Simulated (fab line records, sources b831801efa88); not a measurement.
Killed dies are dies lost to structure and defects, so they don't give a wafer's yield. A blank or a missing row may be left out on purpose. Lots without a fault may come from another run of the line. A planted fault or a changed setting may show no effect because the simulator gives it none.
Chamber matching | flow sky130 | SKY_VIA3_ETCH_14 on rie_diel-04: 4 sister chambers
The step etches BARC in N2/H2, stops on SiO2, time 45.9 s, target depth 60 nm. 18 wafers are shown with their chamber, then 9 later ones without.

WAFERS WITH THEIR CHAMBER
wafer  | chamber | drypump_motor_current_A (A) | oes_product_au (a.u.) | throttle_valve_pct (%)
L076.1 | 2       | 5.2                         | 0.858                 | 13.231
L076.2 | 1       | 6.1                         | 0.857                 | 13.220
L076.5 | 0       | 5.0                         | 0.855                 | 13.220
L079.1 | 3       | 5.1                         | 0.856                 | 13.220
L079.3 | 0       | 5.0                         | 0.852                 | 13.223
L079.6 | 1       | 6.0                         | 0.857                 | 13.226
L081.2 | 3       | 5.1                         | 0.853                 | 13.225
L081.4 | 1       | 6.0                         | 0.846                 | 13.234
L081.5 | 1       | 6.0                         | 0.854                 | 13.210
L083.3 | 0       | 5.0                         | 0.856                 | 13.216
L083.4 | 3       | 5.2                         | 0.851                 | 13.221
L083.6 | 3       | 5.1                         | 0.853                 | 13.237
L084.1 | 1       | 6.0                         | 0.848                 | 13.229
L084.2 | 3       | 5.1                         | 0.859                 | 13.221
L084.3 | 2       | 5.2                         | 0.857                 | 13.223
L084.4 | 0       | 5.0                         | 0.852                 | 13.225
L084.5 | 1       | 6.0                         | 0.864                 | 13.227
L084.6 | 0       | 5.0                         | 0.857                 | 13.219

SIGNATURES (means of the wafers above)
reading                 | chamber 0 | chamber 1 | chamber 2 | chamber 3 | scatter within a chamber
drypump_motor_current_A | 5.000     | 6.017     | 5.200     | 5.120     | 0.0342
oes_product_au          | 0.85440   | 0.85433   | 0.85750   | 0.85440   | 0.00446
throttle_valve_pct      | 13.22060  | 13.22433  | 13.22700  | 13.22480  | 0.00672
Rule: a wafer's distance from a chamber is the root of the sum, over the readings, of the square of ((its reading less the chamber's mean) divided by the reading's scatter). The wafer belongs to the nearest chamber; if the next one is less than 2 further off, it can't be placed. The scatter: the root of (the sum of the squares of (reading less its chamber's mean) over the shown wafers, divided by (wafers less chambers)).

WAFERS WITHOUT THEIR CHAMBER
wafer  | drypump_motor_current_A (A) | oes_product_au (a.u.) | throttle_valve_pct (%)
L087.2 | 6.0                         | 0.861                 | 13.230
L087.5 | 5.2                         | 0.858                 | 13.234
L087.6 | 5.1                         | 0.862                 | 13.228
L094.1 | 5.0                         | 0.856                 | 13.224
L094.5 | 5.0                         | 0.854                 | 13.226
L094.6 | 6.0                         | 0.854                 | 13.226
L095.1 | 5.2                         | 0.855                 | 13.235
L095.2 | 6.0                         | 0.862                 | 13.237
L095.4 | 5.1                         | 0.851                 | 13.221

WHICH CHAMBER EACH WENT THROUGH
wafer  | from the rows above          | in truth
L087.2 | 1                            | 1
L087.5 | can't be placed: 2 or 3      | 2
L087.6 | can't be placed: 3 or 2 or 0 | 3
L094.1 | 0                            | 0
L094.5 | 0                            | 0
L094.6 | 1                            | 1
L095.1 | can't be placed: 2 or 3      | 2
L095.2 | 1                            | 1
L095.4 | can't be placed: 3 or 0      | 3
Placed correctly: 5 of 9. Can't be placed from these rows: 4 (the true chamber is among the candidates in 4). Placed wrongly: 0.
